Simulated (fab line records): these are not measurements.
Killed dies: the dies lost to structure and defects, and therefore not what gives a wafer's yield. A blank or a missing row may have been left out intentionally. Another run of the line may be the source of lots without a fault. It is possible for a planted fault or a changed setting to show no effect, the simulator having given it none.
fab line records	flow sky130
record lots=6	wafers=18	last-day=50
route steps=708 shown NWELL@61 PWDE@84 VT_ADJUST_HVTP@85 VT_ADJUST_LVTN@97 PAD_OPEN@708
lots with no fault: from the same line, run without faults
start-h: start of the lot's first displayed wafer, in hours after the record's first day	wait-h: time in hours since the lot's previous step	" repeats the value in the row above	L1.1+2: a single row standing in for several wafers	- no value, or no start given	* or withheld: withheld	< > ~ a bound
route shown NAME@n: a module of which the file shows steps, and the number in the route of the first	usual: the fault-free wafers' mean and standard deviation	same: alike in all rows	chamber/n: place in a boat	sites: each site's reading	_std_site: how widely they spread, as a standard deviation	_edge_site: outer sites' mean less inner sites'	radius-mm: for every site, how far away it sits from the centre of the wafer	mask NAME#n: copy n	behind: the last tool/chamber to shape the wafer	hold: why the lot went on hold/how many hours it stayed there/how the hold came to an end	device: transistor that didn't switch, given as n, p or np	end of line: at the end of the route, the tests of the same wafers	where a step has no rows: the recipe by itself	killed: count of dies lost to structure and defects at first sort (not the wafer's yield)	map: dies across one wafer; x = killed, . = not, _ = none there
set.NAME: setting as actually run; set.NAME@STEP: the setting as run at that earlier step	model.NAME: the simulator's own value behind a step, which no gauge read
lots at selected steps of the route; one table per step, one row per wafer
services: when a tool's chamber went out of use (start-h, in hours from the record's first day, below 0 if earlier), for how many hours, and the reason
## steps
# step SKY_NWELL_PEB_08
# recipe temp-c=115	time-s=withheld
# step SKY_NWELL_DEVELOP_09
# recipe wall-angle-deg=90	developer=TMAH	develop-time-s=60	dev-temp-c=23
# step SKY_NWELL_OVL_MEAS_10
# usual NWELL_00_OVL=0.8/1.3
lot.wafer	tool	chamber	start-h	wait-h	NWELL_00_OVL[nm]
L409.2	overlay-02	-	116.84	-	2.3
L409.3	"	-	"	"	0.7
L409.5	"	-	"	"	0.5
L411.3	overlay-02	-	123.65	-	0.0
L411.4	"	-	"	"	0.8
L411.6	"	-	"	"	1.4
L414.1	overlay-02	-	144.24	-	1.5
L414.2	"	-	"	"	-0.1
L414.5	"	-	"	"	0.9
L415.1	overlay-01	-	148.45	-	-0.4
L415.2	"	-	"	"	0.7
L415.3	"	-	"	"	0.2
L420.1	overlay-01	-	180.20	-	0.7
L420.2	"	-	"	"	1.8
L420.5	"	-	"	"	0.2
L425.2	overlay-01	-	208.96	-	0.6
L425.4	"	-	"	"	-0.8
L425.5	"	-	"	"	0.3
# step SKY_NWELL_IMPLANT_11
# recipe species=P	energy-kev=400	dose-cm2=1.9e+13	tilt-deg=withheld
# step SKY_NWELL_IMPLANT_12
# recipe species=P	energy-kev=120	dose-cm2=1.3e+12	tilt-deg=withheld
# step SKY_NWELL_IMPLANT_13
# recipe species=P	energy-kev=50	dose-cm2=7e+11	tilt-deg=withheld
# step SKY_NWELL_STRIP_14
# recipe chemistry=O2/N2	power-w=1400	pressure-mtorr=1500	platen-temp-c=withheld	o2-flow-sccm=3000	n2-flow-sccm=300	overash-fraction=0.5
# usual drypump-motor-current-A=5.86/0.29	oes-product-au=0.722/0.0047	strip-time-to-endpoint-s=36.90/0.11
lot.wafer	tool	chamber	start-h	wait-h	drypump-motor-current-A	oes-product-au	rf-hours-counter-h	strip-time-to-endpoint-s
L409.2	plasma-asher-01	0	117.32	0.1	5.70	0.723	29	36.88
L409.3	"	0	"	"	5.72	0.720	-	36.82
L409.5	"	0	"	"	5.72	0.725	-	36.79
L411.3	plasma-asher-02	0	124.16	0.1	5.81	0.723	-	36.96
L411.4	"	1	"	"	6.03	0.725	-	37.02
L411.6	"	1	"	"	6.05	0.728	-	37.04
L414.1	plasma-asher-02	1	144.72	0.1	6.05	0.723	44	36.95
L414.2	"	0	"	"	5.80	0.723	44	36.84
L414.5	"	0	"	"	5.83	0.712	-	36.94
L415.1	plasma-asher-02	1	148.94	0.1	6.03	0.719	44	36.85
L415.2	"	0	"	"	5.80	0.721	44	36.82
L415.3	"	0	"	"	5.77	0.716	-	36.92
L420.1	plasma-asher-01	1	180.69	0.1	5.33	0.722	35	36.82
L420.2	"	0	"	"	5.65	0.720	35	36.76
L420.5	"	0	"	"	5.70	0.729	-	36.72
L425.2	plasma-asher-03	0	209.44	0.1	6.22	0.721	9	36.80
L425.4	"	1	"	"	6.20	0.731	-	36.85
L425.5	"	1	"	"	6.20	0.723	-	36.81
# step SKY_NWELL_TW_MEAS_15
# usual NWELL_TW=1806/19
lot.wafer	tool	chamber	start-h	wait-h	NWELL_TW
L409.2	film-metro-04	-	117.43	0.1	1818
L409.3	"	-	"	"	1819
L409.5	"	-	"	"	1826
L411.3	film-metro-01	-	124.24	0.1	1813
L411.4	"	-	"	"	1818
L411.6	"	-	"	"	1821
L414.1	film-metro-04	-	144.82	0.1	1818
L414.2	"	-	"	"	1830
L414.5	"	-	"	"	1819
L415.1	film-metro-03	-	149.04	0.1	1798
L415.2	"	-	"	"	1798
L415.3	"	-	"	"	1789
L420.1	film-metro-01	-	180.79	0.1	1807
L420.2	"	-	"	"	1813
L420.5	"	-	"	"	1810
L425.2	film-metro-04	-	209.55	0.1	1826
L425.4	"	-	"	"	1824
L425.5	"	-	"	"	1818
# step SKY_NWELL_DEHYDRATE_16
# recipe temp-c=200	time-s=60
# step SKY_NWELL_HMDS_17
# recipe prime-time-s=60	prime-temp-c=120
# step SKY_NWELL_COAT_18
# recipe spin-rpm=2000	resist-thk-nm=3000
# step SKY_NWELL_SOFTBAKE_19
# recipe temp-c=110	time-s=withheld
# step SKY_NWELL_EXPOSE_20
# recipe mask-id=NWM_COMPLEMENT	na=0.6	source-shape=conventional	sigma-outer=0.6	polarization=unpolarized	target-cd-nm=840	dose-mj=260
# usual exposure-dose-mJ-cm2=260.03/0.29	stage-vel-mm-s=500.01/0.22
# same sigma-outer=0.6
lot.wafer	tool	chamber	start-h	wait-h	mask	exposure-dose-mJ-cm2	stage-vel-mm-s
L409.2	iline-stepper-01	0	126.99	-	NWM_COMPLEMENT#0	260.01	499.73
L409.3	"	0	"	"	NWM_COMPLEMENT#0	260.26	500.06
L409.5	"	0	"	"	NWM_COMPLEMENT#0	260.44	499.90
L411.3	iline-stepper-01	0	133.36	-	NWM_COMPLEMENT#0	260.12	500.20
L411.4	"	0	"	"	NWM_COMPLEMENT#0	260.27	500.01
L411.6	"	0	"	"	NWM_COMPLEMENT#0	259.79	500.32
L414.1	iline-stepper-02	0	154.17	-	NWM_COMPLEMENT#0	260.43	499.76
L414.2	"	0	"	"	NWM_COMPLEMENT#0	260.03	500.06
L414.5	"	0	"	"	NWM_COMPLEMENT#0	260.44	499.94
L415.1	iline-stepper-01	0	159.21	-	NWM_COMPLEMENT#0	260.19	500.11
L415.2	"	0	"	"	NWM_COMPLEMENT#0	259.63	499.92
L415.3	"	0	"	"	NWM_COMPLEMENT#0	259.60	500.12
L420.1	iline-stepper-01	0	191.52	-	NWM_COMPLEMENT#0	260.20	499.92
L420.2	"	0	"	"	NWM_COMPLEMENT#0	260.04	500.24
L420.5	"	0	"	"	NWM_COMPLEMENT#0	259.80	500.20
L425.2	iline-stepper-01	0	221.38	-	NWM_COMPLEMENT#0	259.76	500.06
L425.4	"	0	"	"	NWM_COMPLEMENT#0	260.27	499.73
L425.5	"	0	"	"	NWM_COMPLEMENT#0	259.51	499.72
# step SKY_NWELL_PEB_21
# recipe temp-c=115	time-s=withheld
# step SKY_NWELL_DEVELOP_22
# recipe wall-angle-deg=90	developer=TMAH	develop-time-s=60	dev-temp-c=23
# step SKY_NWELL_OVL_MEAS_23
# usual NWELL_01_OVL=-0.7/1.4
lot.wafer	tool	chamber	start-h	wait-h	NWELL_01_OVL[nm]
L409.2	overlay-02	-	136.19	-	-1.8
L409.3	"	-	"	"	-2.1
L409.5	"	-	"	"	-1.6
L411.3	overlay-02	-	141.96	-	-0.2
L411.4	"	-	"	"	-1.9
L411.6	"	-	"	"	0.1
L414.1	overlay-01	-	163.94	-	-2.2
L414.2	"	-	"	"	-1.5
L414.5	"	-	"	"	-2.2
L415.1	overlay-02	-	169.40	-	-2.0
L415.2	"	-	"	"	-0.9
L415.3	"	-	"	"	0.6
L420.1	overlay-02	-	200.93	-	-2.2
L420.2	"	-	"	"	-0.9
L420.5	"	-	"	"	-1.2
L425.2	overlay-01	-	232.99	-	-1.8
L425.4	"	-	"	"	-1.3
L425.5	"	-	"	"	-1.2
# step SKY_NWELL_IMPLANT_24
# recipe species=B	energy-kev=140	dose-cm2=9.2e+12	tilt-deg=withheld
# step SKY_NWELL_STRIP_25
# recipe chemistry=O2/N2	power-w=1400	pressure-mtorr=1500	platen-temp-c=withheld	o2-flow-sccm=3000	n2-flow-sccm=300	overash-fraction=0.5
# usual drypump-motor-current-A=5.9/0.35	oes-product-au=0.723/0.0044	strip-time-to-endpoint-s=36.87/0.099
lot.wafer	tool	chamber	start-h	wait-h	drypump-motor-current-A	oes-product-au	rf-hours-counter-h	strip-time-to-endpoint-s
L409.2	plasma-asher-03	1	136.37	0.1	6.2	0.721	2	36.87
L409.3	"	0	"	"	6.2	0.729	-	36.93
L409.5	"	0	"	"	6.2	0.720	-	36.92
L411.3	plasma-asher-03	1	142.17	0.1	6.2	0.719	-	36.98
L411.4	"	0	"	"	6.2	0.722	-	36.97
L411.6	"	1	"	"	6.2	0.725	-	37.03
L414.1	plasma-asher-01	0	164.12	0.1	5.7	0.725	34	36.72
L414.2	"	1	"	"	5.3	0.724	34	36.69
L414.5	"	0	"	"	5.6	0.720	-	36.70
L415.1	plasma-asher-01	0	169.59	0.1	5.7	0.715	34	36.90
L415.2	"	1	"	"	5.3	0.727	34	36.82
L415.3	"	0	"	"	5.7	0.717	-	36.81
L420.1	plasma-asher-01	0	201.12	0.1	5.7	0.724	38	36.96
L420.2	"	1	"	"	5.3	0.726	38	36.87
L420.5	"	1	"	"	5.3	0.720	-	36.93
L425.2	plasma-asher-02	0	233.17	0.1	5.8	0.723	53	36.81
L425.4	"	0	"	"	5.8	0.721	-	36.77
L425.5	"	1	"	"	6.1	0.728	-	36.77
# step SKY_NWELL_TW_MEAS_26
# usual NWELL_2_TW=492/4.8
lot.wafer	tool	chamber	start-h	wait-h	NWELL_2_TW
L409.2	film-metro-03	-	136.48	0.1	485
L409.3	"	-	"	"	485
L409.5	"	-	"	"	487
L411.3	film-metro-03	-	142.26	0.1	483
L411.4	"	-	"	"	484
L411.6	"	-	"	"	485
L414.1	film-metro-01	-	164.22	0.1	491
L414.2	"	-	"	"	491
L414.5	"	-	"	"	491
L415.1	film-metro-01	-	169.69	0.1	490
L415.2	"	-	"	"	492
L415.3	"	-	"	"	492
L420.1	film-metro-01	-	201.22	0.1	492
L420.2	"	-	"	"	494
L420.5	"	-	"	"	494
L425.2	film-metro-01	-	233.28	0.1	497
L425.4	"	-	"	"	495
L425.5	"	-	"	"	495
# step SKY_NWELL_CLEAN_27
# recipe chemistry=SC1/SC2	mix=1:4:20	temp-c=70	time-s=150	dry=n2-spin
# step SKY_NWELL_RTA_28
# recipe temp-c=1050	time-s=30	idle-temp-c=650	ramp-up-c-per-s=150	ramp-down-c-per-s=90	ambient=N2
# usual lamp-power-pct=25.31/0.055	wafer_temp_C_max=1054.8/0.97
lot.wafer	tool	chamber	start-h	wait-h	lamp-power-pct	wafer_temp_C_max
L409.2	rtp-anneal-01	0	136.59	0.0	25.35	1053.8
L409.3	"	0	"	"	25.26	1055.8
L409.5	"	0	"	"	25.30	1055.7
L411.3	rtp-anneal-01	0	142.38	0.0	25.35	1055.8
L411.4	"	0	"	"	25.33	1054.3
L411.6	"	0	"	"	25.33	1055.5
L414.1	rtp-anneal-02	0	164.38	0.0	25.18	1055.1
L414.2	"	0	"	"	25.20	1053.5
L414.5	"	0	"	"	25.39	1053.8
L415.1	rtp-anneal-01	0	169.85	0.0	25.27	1053.9
L415.2	"	0	"	"	25.31	1056.1
L415.3	"	0	"	"	25.38	1053.9
L420.1	rtp-anneal-01	0	201.33	0.0	25.36	1054.0
L420.2	"	0	"	"	25.33	1055.3
L420.5	"	0	"	"	25.30	1053.8
L425.2	rtp-anneal-02	0	233.39	0.0	25.25	1054.3
L425.4	"	0	"	"	25.28	1054.5
L425.5	"	0	"	"	25.33	1054.4
# step SKY_NWELL_RS_MEAS_29
# recipe thk-meas-gauge=four-point-probe
# usual NWELL_RS=624.4/1.7
lot.wafer	tool	chamber	start-h	wait-h	NWELL_RS[ohm/sq]
L409.2	film-metro-01	-	136.70	0.1	623.9
L409.3	"	-	"	"	621.5
L409.5	"	-	"	"	622.0
L411.3	film-metro-04	-	142.49	0.1	623.3
L411.4	"	-	"	"	623.4
L411.6	"	-	"	"	623.8
L414.1	film-metro-03	-	164.48	0.1	625.1
L414.2	"	-	"	"	623.3
L414.5	"	-	"	"	625.1
L415.1	film-metro-04	-	169.95	0.1	623.8
L415.2	"	-	"	"	623.9
L415.3	"	-	"	"	622.3
L420.1	film-metro-01	-	201.43	0.1	620.9
L420.2	"	-	"	"	621.6
L420.5	"	-	"	"	623.8
L425.2	film-metro-04	-	233.50	0.1	622.7
L425.4	"	-	"	"	623.2
L425.5	"	-	"	"	621.7
# step SKY_NWELL_RS_MEAS_31
# recipe thk-meas-gauge=four-point-probe
# usual PWDE_RS=5282/21
lot.wafer	tool	chamber	start-h	wait-h	PWDE_RS[ohm/sq]
L409.2	film-metro-01	-	136.94	0.1	5321
L409.3	"	-	"	"	5290
L409.5	"	-	"	"	5310
L411.3	film-metro-04	-	142.73	0.1	5282
L411.4	"	-	"	"	5281
L411.6	"	-	"	"	5285
L414.1	film-metro-03	-	164.72	0.1	5298
L414.2	"	-	"	"	5290
L414.5	"	-	"	"	5296
L415.1	film-metro-04	-	170.19	0.1	5299
L415.2	"	-	"	"	5295
L415.3	"	-	"	"	5287
L420.1	film-metro-01	-	201.67	0.1	5245
L420.2	"	-	"	"	5281
L420.5	"	-	"	"	5269
L425.2	film-metro-04	-	233.74	0.1	5257
L425.4	"	-	"	"	5262
L425.5	"	-	"	"	5267
# step SKY_VT_ADJUST_HVTP_DEHYDRATE_00
# recipe temp-c=200	time-s=60
# step SKY_VT_ADJUST_HVTP_HMDS_01
# recipe prime-time-s=60	prime-temp-c=120
# step SKY_VT_ADJUST_HVTP_COAT_02
# recipe resist=NOVOLAK	spin-rpm=3000	resist-thk-nm=1140
# step SKY_VT_ADJUST_HVTP_SOFTBAKE_03
# recipe temp-c=90	time-s=60	resist=NOVOLAK
# step SKY_VT_ADJUST_HVTP_EXPOSE_04
# recipe mask-id=HVTPM	na=0.6	source-shape=conventional	sigma-outer=0.6	polarization=unpolarized	target-cd-nm=380	dose-mj=140
# step SKY_VT_ADJUST_HVTP_PEB_05
# recipe temp-c=withheld	time-s=*	resist=NOVOLAK
# step SKY_VT_ADJUST_HVTP_DEVELOP_06
# recipe resist=NOVOLAK	developer=TMAH	develop-time-s=60	dev-temp-c=23
# step SKY_VT_ADJUST_HVTP_CD_MEAS_07
# recipe target-cd-nm=380
# usual cd-nm=379.8/2.5
lot.wafer	tool	chamber	start-h	wait-h	cd-nm
L409.2	cd-sem-02	-	156.20	0.1	377.8
L409.3	"	-	"	"	376.8
L409.5	"	-	"	"	376.8
L411.3	cd-sem-02	-	161.77	0.1	381.9
L411.4	"	-	"	"	380.2
L411.6	"	-	"	"	382.0
L414.1	cd-sem-01	-	185.03	0.1	380.2
L414.2	"	-	"	"	379.0
L414.5	"	-	"	"	380.4
L415.1	cd-sem-01	-	191.63	0.1	380.7
L415.2	"	-	"	"	379.1
L415.3	"	-	"	"	378.5
L420.1	cd-sem-01	-	224.63	0.1	382.5
L420.2	"	-	"	"	378.6
L420.5	"	-	"	"	380.7
L425.2	cd-sem-02	-	257.76	0.1	378.9
L425.4	"	-	"	"	377.6
L425.5	"	-	"	"	380.7
# step SKY_VT_ADJUST_HVTP_OVL_MEAS_08
# usual VT_ADJUST_HVTP_OVL=-1.0/1.4
lot.wafer	tool	chamber	start-h	wait-h	VT_ADJUST_HVTP_OVL[nm]
L409.2	overlay-02	-	156.31	0.1	-1.5
L409.3	"	-	"	"	-0.2
L409.5	"	-	"	"	-1.9
L411.3	overlay-02	-	161.86	0.1	-3.3
L411.4	"	-	"	"	-1.3
L411.6	"	-	"	"	-1.9
L414.1	overlay-02	-	185.15	0.1	0.7
L414.2	"	-	"	"	-0.6
L414.5	"	-	"	"	0.6
L415.1	overlay-01	-	191.75	0.1	-1.7
L415.2	"	-	"	"	-1.6
L415.3	"	-	"	"	-1.6
L420.1	overlay-01	-	224.75	0.1	0.4
L420.2	"	-	"	"	0.2
L420.5	"	-	"	"	0.4
L425.2	overlay-02	-	257.87	0.1	-0.3
L425.4	"	-	"	"	0.4
L425.5	"	-	"	"	0.9
# step SKY_VT_ADJUST_HVTP_IMPLANT_09
# recipe species=As	energy-kev=150	dose-cm2=4.3e+12	tilt-deg=withheld
# step SKY_VT_ADJUST_HVTP_STRIP_10
# recipe chemistry=O2/N2	power-w=1400	pressure-mtorr=1500	platen-temp-c=withheld	o2-flow-sccm=3000	n2-flow-sccm=300	overash-fraction=0.5
# usual drypump-motor-current-A=5.8/0.44	oes-product-au=0.715/0.0046	strip-time-to-endpoint-s=14.15/0.046
lot.wafer	tool	chamber	start-h	wait-h	drypump-motor-current-A	oes-product-au	rf-hours-counter-h	strip-time-to-endpoint-s
L409.2	plasma-asher-04	1	156.64	0.2	4.9	0.711	45	14.15
L409.3	"	1	"	"	4.9	0.723	-	14.15
L409.5	"	0	"	"	5.6	0.718	-	14.16
L411.3	plasma-asher-03	1	162.07	0.1	6.2	0.711	-	14.10
L411.4	"	0	"	"	6.2	0.723	-	14.17
L411.6	"	0	"	"	6.2	0.720	-	14.18
L414.1	plasma-asher-02	1	185.34	0.1	6.0	0.714	48	14.17
L414.2	"	0	"	"	5.8	0.727	48	14.16
L414.5	"	1	"	"	6.0	0.712	-	14.15
L415.1	plasma-asher-03	0	191.94	0.1	6.2	0.717	7	14.20
L415.2	"	1	"	"	6.2	0.720	7	14.21
L415.3	"	0	"	"	6.2	0.709	-	14.17
L420.1	plasma-asher-02	0	224.94	0.1	5.8	0.715	52	14.27
L420.2	"	1	"	"	6.1	0.718	52	14.24
L420.5	"	1	"	"	6.1	0.721	-	14.28
L425.2	plasma-asher-02	1	258.05	0.1	6.1	0.713	55	14.13
L425.4	"	0	"	"	5.8	0.720	-	14.14
L425.5	"	0	"	"	5.8	0.713	-	14.13
# step SKY_VT_ADJUST_HVTP_TW_MEAS_11
# usual VT_ADJUST_HVTP_TW=1348/12
lot.wafer	tool	chamber	start-h	wait-h	VT_ADJUST_HVTP_TW
L409.2	film-metro-04	-	156.75	0.1	1365
L409.3	"	-	"	"	1361
L409.5	"	-	"	"	1371
L411.3	film-metro-02	-	162.16	0.1	1333
L411.4	"	-	"	"	1341
L411.6	"	-	"	"	1333
L414.1	film-metro-02	-	185.44	0.1	1332
L414.2	"	-	"	"	1332
L414.5	"	-	"	"	1334
L415.1	film-metro-01	-	192.05	0.1	1343
L415.2	"	-	"	"	1347
L415.3	"	-	"	"	1344
L420.1	film-metro-04	-	225.04	0.1	1350
L420.2	"	-	"	"	1355
L420.5	"	-	"	"	1361
L425.2	film-metro-04	-	258.16	0.1	1359
L425.4	"	-	"	"	1353
L425.5	"	-	"	"	1363
# step SKY_VT_ADJUST_LVTN_DEHYDRATE_00
# recipe temp-c=200	time-s=60
# step SKY_VT_ADJUST_LVTN_HMDS_01
# recipe prime-time-s=60	prime-temp-c=120
# step SKY_VT_ADJUST_LVTN_COAT_02
# recipe spin-rpm=2000	resist-thk-nm=3000
# step SKY_VT_ADJUST_LVTN_SOFTBAKE_03
# recipe temp-c=110	time-s=withheld
# step SKY_VT_ADJUST_LVTN_EXPOSE_04
# recipe mask-id=NWM_COMPLEMENT_LESS_NATIVE	na=0.6	source-shape=conventional	sigma-outer=0.6	polarization=unpolarized	target-cd-nm=840	dose-mj=194
# step SKY_VT_ADJUST_LVTN_PEB_05
# recipe temp-c=115	time-s=withheld
# step SKY_PAD_OPEN_PROBE_99
# usual killed_at_M0_to_M3=43/7.8	killed_at_M4_up=3.2/1.9	killed-at-contacts=24/5	killed-at-front-end=14/4.5	killed-at-other=0.2/0.41	killed-dies=84/9.6	killed-open=47/6.9	killed-short=38/6
# same gross-dies=492	killed-at-back-side=0
lot.wafer	tool	chamber	start-h	wait-h	killed_at_M0_to_M3	killed_at_M4_up	killed-at-contacts	killed-at-front-end	killed-at-other	killed-dies	killed-open	killed-short	model.etest.res-iso-pwell.width-nm	model.etest.res-nwell.width-nm
L409.2	prober-02	-	1109.50	0.1	43	6	29	9	1	88	50	38	2644	836.1
L409.3	prober-02	-	1109.55	0.2	36	4	24	20	0	84	46	38	2653	845.4
L409.5	prober-02	-	1109.65	0.2	40	3	30	8	0	81	49	32	2666	844.7
L411.3	prober-02	-	1117.21	0.2	47	0	19	14	0	80	44	36	2658	842.4
L411.4	prober-02	-	1117.26	0.2	42	6	28	16	1	93	48	45	2650	838.8
L411.6	prober-02	-	1117.36	0.2	31	3	22	13	0	69	39	30	2652	842.1
L414.1	prober-01	-	1139.46	0.1	36	7	23	16	0	82	42	40	2676	826.7
L414.2	prober-01	-	1139.51	0.1	47	2	16	16	1	82	41	41	2654	830.8
L414.5	prober-01	-	1139.66	0.2	44	2	20	16	0	82	46	36	2651	836.6
L415.1	prober-02	-	1146.70	0.1	39	3	23	17	1	83	50	33	2650	836.5
L415.2	prober-02	-	1146.75	0.1	45	6	21	14	0	86	52	34	2659	832.9
L415.3	prober-02	-	1146.80	0.2	40	3	26	9	0	78	41	37	2676	828.4
L420.1	prober-01	-	1175.02	0.1	23	6	21	14	0	64	33	31	2688	823.9
L420.2	prober-01	-	1175.07	0.1	53	2	24	21	1	101	59	42	2681	831.8
L420.5	prober-01	-	1175.22	0.2	36	1	23	19	0	79	42	37	2692	832.6
L425.2	prober-02	-	1190.29	0.1	49	1	17	15	2	84	44	40	2690	819.1
L425.4	prober-02	-	1190.39	0.2	46	2	34	13	0	95	51	44	2680	828.3
L425.5	prober-02	-	1190.44	0.2	52	1	15	15	0	83	46	37	2688	822.1
# killed by level:class
L409.2 VIA1:geometric-particle:open=10 CONTACT:geometric-particle:open=10 VIA1:geometric-particle:short=7 VIA3:geometric-particle:open=7 LI_CONTACT:geometric-particle:open=6 LOCAL_INTERCONNECT:geometric-particle:short=6 METAL1:geometric-particle:short=5 METAL2:geometric-particle:short=4
L409.3 CONTACT:geometric-particle:open=9 VIA3:geometric-particle:open=8 CONTACT:geometric-particle:short=6 VIA1:geometric-particle:open=6 FIELD_ISO:geometric-particle:open=5 POLY_GATE:geometric-particle:short=5 METAL1:geometric-particle:short=5 VIA2:geometric-particle:open=5
L409.5 VIA1:geometric-particle:open=15 LI_CONTACT:geometric-particle:open=10 CONTACT:geometric-particle:open=10 VIA1:geometric-particle:short=6 CONTACT:geometric-particle:short=5 METAL2:geometric-particle:short=4 VIA2:geometric-particle:open=4 VIA3:geometric-particle:open=4
L411.3 VIA1:geometric-particle:open=12 POLY_GATE:geometric-particle:open=8 METAL1:geometric-particle:short=6 VIA3:geometric-particle:open=6 LI_CONTACT:geometric-particle:open=5 LOCAL_INTERCONNECT:geometric-particle:short=5 VIA2:geometric-particle:open=5 METAL3:geometric-particle:short=5
L411.4 CONTACT:geometric-particle:open=14 VIA1:geometric-particle:open=8 METAL2:geometric-particle:short=6 VIA3:geometric-particle:open=6 CONTACT:geometric-particle:short=6 METAL3:geometric-particle:short=5 FIELD_ISO:geometric-particle:short=4 VIA1:geometric-particle:short=4
L411.6 VIA1:geometric-particle:open=9 LI_CONTACT:geometric-particle:open=7 FIELD_ISO:geometric-particle:short=5 FIELD_ISO:geometric-particle:open=4 CONTACT:geometric-particle:open=4 LOCAL_INTERCONNECT:geometric-particle:short=4 CONTACT:geometric-particle:short=4 METAL1:geometric-particle:short=4
L414.1 VIA1:geometric-particle:open=12 LI_CONTACT:geometric-particle:open=7 CONTACT:geometric-particle:open=6 FIELD_ISO:geometric-particle:short=5 LI_CONTACT:geometric-particle:short=5 METAL4:geometric-particle:short=5 FIELD_ISO:geometric-particle:open=4 CONTACT:geometric-particle:short=4
L414.2 VIA1:geometric-particle:open=16 METAL1:geometric-particle:short=8 METAL2:geometric-particle:short=8 FIELD_ISO:geometric-particle:short=6 LI_CONTACT:geometric-particle:open=5 CONTACT:geometric-particle:short=5 POLY_GATE:geometric-particle:short=4 METAL2:geometric-particle:open=4
L414.5 VIA1:geometric-particle:open=13 METAL2:geometric-particle:short=9 VIA2:geometric-particle:open=7 LI_CONTACT:geometric-particle:open=6 CONTACT:geometric-particle:open=6 FIELD_ISO:geometric-particle:short=5 FIELD_ISO:geometric-particle:open=5 CONTACT:geometric-particle:short=5
L415.1 VIA1:geometric-particle:open=16 CONTACT:geometric-particle:open=10 FIELD_ISO:geometric-particle:short=5 SPACER:geometric-particle:short=4 VIA3:geometric-particle:open=4 LI_CONTACT:geometric-particle:open=4 LOCAL_INTERCONNECT:geometric-particle:short=4 VIA2:geometric-particle:short=4
L415.2 VIA1:geometric-particle:open=13 CONTACT:geometric-particle:open=8 VIA3:geometric-particle:open=7 LI_CONTACT:geometric-particle:open=6 METAL1:geometric-particle:short=6 FIELD_ISO:geometric-particle:open=5 VIA2:geometric-particle:open=5 METAL3:geometric-particle:short=4
L415.3 LI_CONTACT:geometric-particle:open=8 VIA3:geometric-particle:open=8 LI_CONTACT:geometric-particle:short=7 CONTACT:geometric-particle:open=7 VIA1:geometric-particle:open=6 METAL1:geometric-particle:short=5 METAL3:geometric-particle:short=5 VIA3:geometric-particle:short=5
L420.1 CONTACT:geometric-particle:open=7 CONTACT:geometric-particle:short=5 POLY_GATE:geometric-particle:open=4 LI_CONTACT:geometric-particle:open=4 VIA1:geometric-particle:short=4 VIA3:geometric-particle:open=4 METAL4:geometric-particle:short=4 POLY_GATE:geometric-particle:short=3
L420.2 VIA1:geometric-particle:open=17 METAL1:geometric-particle:short=11 LI_CONTACT:geometric-particle:open=9 VIA2:geometric-particle:open=6 POLY_GATE:geometric-particle:open=5 METAL2:geometric-particle:short=5 VIA3:geometric-particle:open=5 FIELD_ISO:geometric-particle:open=4
L420.5 LI_CONTACT:geometric-particle:open=7 METAL1:geometric-particle:short=7 VIA2:geometric-particle:open=7 CONTACT:geometric-particle:open=6 VIA3:geometric-particle:open=6 METAL3:geometric-particle:short=4 POLY_GATE:geometric-particle:short=4 SPACER:geometric-particle:short=4
L425.2 VIA1:geometric-particle:open=10 VIA2:geometric-particle:open=9 METAL2:geometric-particle:short=7 CONTACT:geometric-particle:open=6 VIA2:geometric-particle:short=6 VIA3:geometric-particle:open=6 FIELD_ISO:geometric-particle:open=4 POLY_GATE:geometric-particle:short=4
L425.4 CONTACT:geometric-particle:open=15 VIA1:geometric-particle:open=14 CONTACT:geometric-particle:short=9 METAL2:geometric-particle:short=7 LI_CONTACT:geometric-particle:open=6 VIA2:geometric-particle:open=5 METAL1:geometric-particle:short=4 VIA1:geometric-particle:short=4
L425.5 VIA1:geometric-particle:open=10 VIA2:geometric-particle:open=9 METAL2:geometric-particle:short=7 VIA3:geometric-particle:open=6 POLY_GATE:geometric-particle:open=5 LI_CONTACT:geometric-particle:open=5 METAL1:geometric-particle:short=5 POLY_GATE:geometric-particle:short=4
## services
tool	chamber	start-h	hours	kind
plasma-asher-03	-	108.75	9.0	pm
plasma-asher-03	0	108.75	9.0	vent-cycle
plasma-asher-03	1	108.75	9.0	vent-cycle
plasma-asher-03	0	117.75	-	clean
plasma-asher-03	1	117.75	-	clean
iline-stepper-01	-	164.69	25.0	repair
plasma-asher-04	-	211.45	3.7	repair
iline-stepper-02	-	257.62	3.1	repair
## key
first-sign none at tools or gauges
model-effect step=SKY_PAD_OPEN_PROBE_99	value=etest.res-iso-pwell.width-nm	without=2660	struck=2687
met-at SKY_NWELL_EXPOSE_20
struck-wafers L420.1,L420.2,L420.5,L425.2,L425.4,L425.5
tester-left-out L420,L425
onset-between 159.21 191.52
also-fits time
fault kind=process-parameter-drift	tool=iline-stepper-01	chamber=-	onset-h=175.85	steps=SKY_NWELL_EXPOSE_20	channel=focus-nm	offset=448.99	spread-by-wafer=0.3	shape=step	end-h=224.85
# tester-left-out: of these lots the tester's yield and bins aren't shown, on N5 and GAA mostly nor the transistor test; their killed dies are dies lost to structure and defects alone, not to doping, threshold or leakage, so they don't give the yield
